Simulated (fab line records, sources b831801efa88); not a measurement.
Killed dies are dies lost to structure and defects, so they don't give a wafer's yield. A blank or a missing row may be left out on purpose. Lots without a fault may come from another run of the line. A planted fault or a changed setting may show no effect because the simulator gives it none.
Chamber matching | flow gf180mcu | GF_V5_CVD_00 on hdpcvd-01: 3 sister chambers
The step deposits SiO2, target thk 300 nm, time 50 s. 18 wafers are shown with their chamber, then 9 later ones without.

WAFERS WITH THEIR CHAMBER
wafer  | chamber | sih4_flow_sccm (sccm)
L641.1 | 1       | 60.07
L641.3 | 0       | 60.11
L641.4 | 1       | 59.96
L642.2 | 0       | 60.08
L642.3 | 2       | 60.12
L642.6 | 1       | 60.16
L649.1 | 0       | 60.09
L649.3 | 2       | 59.97
L649.6 | 2       | 60.09
L652.3 | 2       | 60.00
L652.4 | 0       | 60.03
L652.6 | 1       | 59.96
L653.2 | 0       | 60.12
L653.3 | 1       | 59.99
L653.6 | 1       | 59.95
L655.4 | 1       | 60.19
L655.5 | 2       | 60.10
L655.6 | 0       | 59.88

SIGNATURES (means of the wafers above)
reading        | chamber 0 | chamber 1 | chamber 2 | scatter within a chamber
sih4_flow_sccm | 60.0517   | 60.0400   | 60.0560   | 0.0891
Rule: a wafer's distance from a chamber is the root of the sum, over the readings, of the square of ((its reading less the chamber's mean) divided by the reading's scatter). The wafer belongs to the nearest chamber; if the next one is less than 2 further off, it can't be placed. The scatter: the root of (the sum of the squares of (reading less its chamber's mean) over the shown wafers, divided by (wafers less chambers)).

WAFERS WITHOUT THEIR CHAMBER
wafer  | sih4_flow_sccm (sccm)
L656.3 | 59.90
L656.5 | 60.07
L656.6 | 59.88
L660.2 | 60.21
L660.3 | 59.90
L660.4 | 60.01
L663.2 | 60.05
L663.5 | 59.76
L663.6 | 59.93

WHICH CHAMBER EACH WENT THROUGH
wafer  | from the rows above          | in truth
L656.3 | can't be placed: 1 or 0 or 2 | 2
L656.5 | can't be placed: 2 or 0 or 1 | 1
L656.6 | can't be placed: 1 or 0 or 2 | 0
L660.2 | can't be placed: 2 or 0 or 1 | 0
L660.3 | can't be placed: 1 or 0 or 2 | 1
L660.4 | can't be placed: 1 or 0 or 2 | 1
L663.2 | can't be placed: 0 or 2 or 1 | 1
L663.5 | can't be placed: 1 or 0 or 2 | 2
L663.6 | can't be placed: 1 or 0 or 2 | 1
Placed correctly: 0 of 9. Can't be placed from these rows: 9 (the true chamber is among the candidates in 9). Placed wrongly: 0.
